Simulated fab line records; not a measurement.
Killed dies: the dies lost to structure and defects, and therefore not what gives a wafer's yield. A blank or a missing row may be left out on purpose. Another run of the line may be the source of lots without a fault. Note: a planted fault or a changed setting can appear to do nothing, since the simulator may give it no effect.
Comparing a struck lot with a sound one || flow sky130 || 17 steps out of a route of 708
Sound: the wafers L633.2, L633.4, L633.5. Struck: wafers L620.1, L620.5, L620.6. The cause comes at the end.
At each step with rows: each side's tool, then ch and its chambers, then its first start. Under that, the readings that differ: sound wafers || struck wafers || difference of the means || sigmas: that difference in standard deviations of wafers without a fault.
alike: words and numbers the same on both sides, and readings whose means are apart by under 2 such deviations; not compared: readings that were withheld, readings missing a value for some wafer, numbers with overlapping values and no deviation given by the record, and bounds like >300 which may hide the same value.
The two part at a step that has a row with sigmas, a row that says differs or no value, or rows on one side only. When numbers do not overlap yet have no deviation, they are printed without sigmas and do not part them. A reading missing from all wafers of one side parts the sides only when that side holds two or more wafers.

first, 2 steps without rows for these wafers: SKY_LOCAL_INTERCONNECT_PEB_09; SKY_LOCAL_INTERCONNECT_DEVELOP_10 (develop time 60 s).
SKY_LOCAL_INTERCONNECT_CD_MEAS_11: target cd 170 nm.
  sound on cd-sem-02, day 37 01:51; struck on cd-sem-01, day 32 09:17
  alike: cd-nm
SKY_LOCAL_INTERCONNECT_OVL_MEAS_12:
  sound on overlay-01, day 37 01:57; struck on overlay-01, day 32 09:24
  alike: LOCAL_INTERCONNECT_OVL
SKY_LOCAL_INTERCONNECT_ETCH_13: etches BARC in N2/H2, stops on SiO2, time 45.9 s, target depth 60 nm.
  sound on rie-metal-03 ch 1, day 37 01:59; struck on rie-metal-01 ch 0,1, day 32 09:26
  alike: drypump-motor-current-A, he-backside-leak-sccm, oes-product-au, throttle-valve-pct
  not compared: rf-hours-counter-h
SKY_LOCAL_INTERCONNECT_METAL_ETCH_14: etches TiN in Cl2/BCl3, stops on PSG, target depth 110 nm, time 31.4 s.
  sound on rie-metal-03 ch 1, day 37 02:03; struck on rie-metal-01 ch 0,1, day 32 09:30
{"reading": "he-backside-leak-sccm (sccm)", "sound": "3.66 3.74 3.71", "struck": "3.15 2.75 3.32", "difference": -0.63, "sigmas": -2}
{"reading": "oes-product-au (a.u.)", "sound": "0.946 0.955 0.953", "struck": "0.932 0.931 0.933", "difference": -0.019, "sigmas": -3}
  alike: drypump-motor-current-A, mfc-cl2-sccm, throttle-valve-pct
  not compared: rf-hours-counter-h
SKY_LOCAL_INTERCONNECT_STRIP_15: strips in O2/N2.
  sound on plasma-asher-03 ch 0,1, day 37 02:06; struck on plasma-asher-03 ch 0,1, day 32 09:33
  alike: drypump-motor-current-A, oes-product-au, strip-time-to-endpoint-s
  not compared: rf-hours-counter-h
then, 3 steps without rows for these wafers: SKY_LOCAL_INTERCONNECT_STRIP_16 (strips in post etch residue remover, time 1200 s); SKY_LOCAL_INTERCONNECT_CLEAN_17 (cleans in IPA, time 180 s); SKY_LOCAL_INTERCONNECT_CLEAN_18 (cleans in O3/DIW).
SKY_CONTACT_CVD_00: deposits Si3N4, target thk 75 nm.
  sound on pecvd-03 ch 0,1,2, day 37 02:44; struck on pecvd-03 ch 0,1,2, day 32 10:08
  alike: heater-power-w
SKY_CONTACT_THK_MEAS_01:
  sound on film-metro-03, day 37 02:47; struck on film-metro-02, day 32 10:10
  alike: CONTACT_CVD_00_THK
SKY_CONTACT_HDPCVD_02: deposits SiO2, target thk 565 nm, time 94.2 s.
  sound on hdpcvd-02 ch 1,2, day 37 02:50; struck on hdpcvd-01 ch 0,1,2, day 32 10:14
{"reading": "sih4-flow-sccm (sccm)", "sound": "59.53 59.65 59.67", "struck": "72.15 71.91 71.96", "difference": "+12.39", "sigmas": "+62"}
{"reading": "model.SiO2_of_CONTACT_HDPCVD_02.thk-nm (nm)", "sound": "565.8 565.1 572.5", "struck": "678.2 679.2 679.6", "difference": "+111.2", "sigmas": ""}
SKY_CONTACT_THK_MEAS_03:
  sound on film-metro-02, day 37 02:55; struck on film-metro-02, day 32 10:32
{"reading": "CONTACT_HDPCVD_THK (nm)", "sound": "566 565 572", "struck": "677 679 679", "difference": "+111", "sigmas": "+19"}
  not compared: hold
SKY_CONTACT_CMP_04: polishes SiO2.
  sound on cmp-02 ch 0,1, day 37 02:58; struck on cmp-01 ch 0,2,3, day 32 12:18
{"reading": "hold", "sound": "- - -", "struck": "await-dispo/1.6h/release await-dispo/1.6h/release await-dispo/1.6h/release", "difference": "no value on the sound wafers", "sigmas": ""}
{"reading": "time-to-endpoint-s (s)", "sound": "80 80 86", "struck": "126 126 120", "difference": "+42", "sigmas": "+12"}
  alike: edge-zone-pressure-frac, motor-current-A
SKY_CONTACT_BOW_MEAS_05:
  sound on film-metro-02, day 37 03:17; struck on film-metro-02, day 32 12:30
  alike: CONTACT_BOW
-- the record jumps here: 15 days lie between the struck wafers' starts before and after (it left off in module CONTACT and takes up again in module PAD_OPEN, whose first step shown is number 708 of the route) --
SKY_PAD_OPEN_PROBE_99:
  sound on prober-02, day 50 11:38; struck on prober-01, day 47 07:21
  alike: killed_at_M0_to_M3, killed_at_M4_up, killed-at-contacts, killed-at-front-end, killed-at-other, killed-dies, killed-open, killed-short

WHERE THEY PART
Last at SKY_CONTACT_CMP_04 as far as this record goes, first at SKY_LOCAL_INTERCONNECT_METAL_ETCH_14. Later steps at which nothing parts them and some readings are alike: SKY_CONTACT_BOW_MEAS_05, SKY_PAD_OPEN_PROBE_99.

WHY: the cause the simulator had injected
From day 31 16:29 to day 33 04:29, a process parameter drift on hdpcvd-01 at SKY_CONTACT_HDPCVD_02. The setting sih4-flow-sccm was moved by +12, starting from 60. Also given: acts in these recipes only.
